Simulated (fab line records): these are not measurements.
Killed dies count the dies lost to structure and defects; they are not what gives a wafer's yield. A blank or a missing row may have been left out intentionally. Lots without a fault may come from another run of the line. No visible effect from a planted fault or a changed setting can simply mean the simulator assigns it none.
Which tool is to blame? ; flow sky130 ; 33 wafers from 11 lots sampled at 3 of the route's 708 steps

WHAT THE GAUGES SHOWED, per wafer
SKY_LDD_N_TW_MEAS_17.
lot;measured;on;LDD_N_TW
L483;day 19 09:44;film metro-02;2617 2630 2616
L484;day 19 18:35;film metro-03;2546 2536 2535
L487;day 20 22:17;film metro-04;2617 2627 2637
L488;day 21 07:58;film metro-02;2591 2588 2587
L491;day 22 06:11;film metro-04;2592 2588 2589
L494;day 23 09:19;film metro-04;2582 2601 2583
L495;day 23 17:14;film metro-04;2891 2900 2891
L497;day 24 15:59;film metro-04;2902 2881 2881
L500;day 26 04:17;film metro-04;2592 2596 2603
L501;day 26 06:04;film metro-02;2611 2592 2606
L502;day 27 00:32;film metro-02;2601 2600 2597

TOOL THAT RAN EACH LOT (tool first, then ch and the chambers of the sampled wafers, then the start)
lot;SKY_LDD_N_IMPLANT_10;SKY_LDD_N_STRIP_16
L483;implanter-01 ch 0, day 19 08:46;plasma asher-01 ch 0,1, day 19 09:39
L484;implanter-01 ch 0, day 19 17:38;plasma asher-02 ch 0,1, day 19 18:30
L487;implanter-02 ch 0, day 20 21:17;plasma asher-03 ch 0,1, day 20 22:10
L488;implanter-04 ch 0, day 21 06:58;plasma asher-01 ch 0,1, day 21 07:52
L491;implanter-04 ch 0, day 22 05:13;plasma asher-03 ch 0,1, day 22 06:06
L494;implanter-04 ch 0, day 23 08:19;plasma asher-02 ch 0,1, day 23 09:13
L495;implanter-04 ch 0, day 23 16:14;plasma asher-03 ch 0,1, day 23 17:07
L497;implanter-04 ch 0, day 24 14:59;plasma asher-02 ch 0,1, day 24 15:53
L500;implanter-01 ch 0, day 26 03:17;plasma asher-03 ch 0,1, day 26 04:11
L501;implanter-02 ch 0, day 26 05:04;plasma asher-01 ch 0,1, day 26 05:58
L502;implanter-02 ch 0, day 26 23:34;plasma asher-03 ch 0,1, day 27 00:27
- SKY_LDD_N_IMPLANT_10
- SKY_LDD_N_STRIP_16: strips in O2/N2.

THE ANSWER, worked out from the rows above alone
Rule: the usual values come from the lots themselves. Put in order of their means at a reading, lots are off if they are a third of the lots or fewer, leave a main group of 4 or more, and stand apart from it by a gap of 3 or more times the standard deviation of the main group's means; of several such gaps the widest counts. A main group whose means are all the same, to the digits that the tables above print for the reading, isn't used. A lot without any number at a reading at which 4 lots or more have one is off too. Any other lot the step has rows for is counted as sound.
Off: at SKY_LDD_N_TW_MEAS_17 (LDD_N_TW), L495, L497. For the main group the mean is 2595 and the standard deviation 24.
A tool fits if, at a process step before that reading, it ran every lot that is off, and no sound lot after the first of them. Gauges at SKY_LDD_N_TW_MEAS_17: tried the same way as those tools. One candidate fits, namely implanter-04 at SKY_LDD_N_IMPLANT_10. Its last sound lot is L494 (day 23 08:19), its first lot that is off L495 (day 23 16:14): a fault that began between those two fits.

WHAT WAS PUT IN BY THE SIMULATOR
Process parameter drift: implanter-04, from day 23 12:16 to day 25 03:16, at SKY_LDD_N_IMPLANT_10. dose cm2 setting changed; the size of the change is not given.
Shown lots that were struck: L495, L497. The same result came from the rule above.
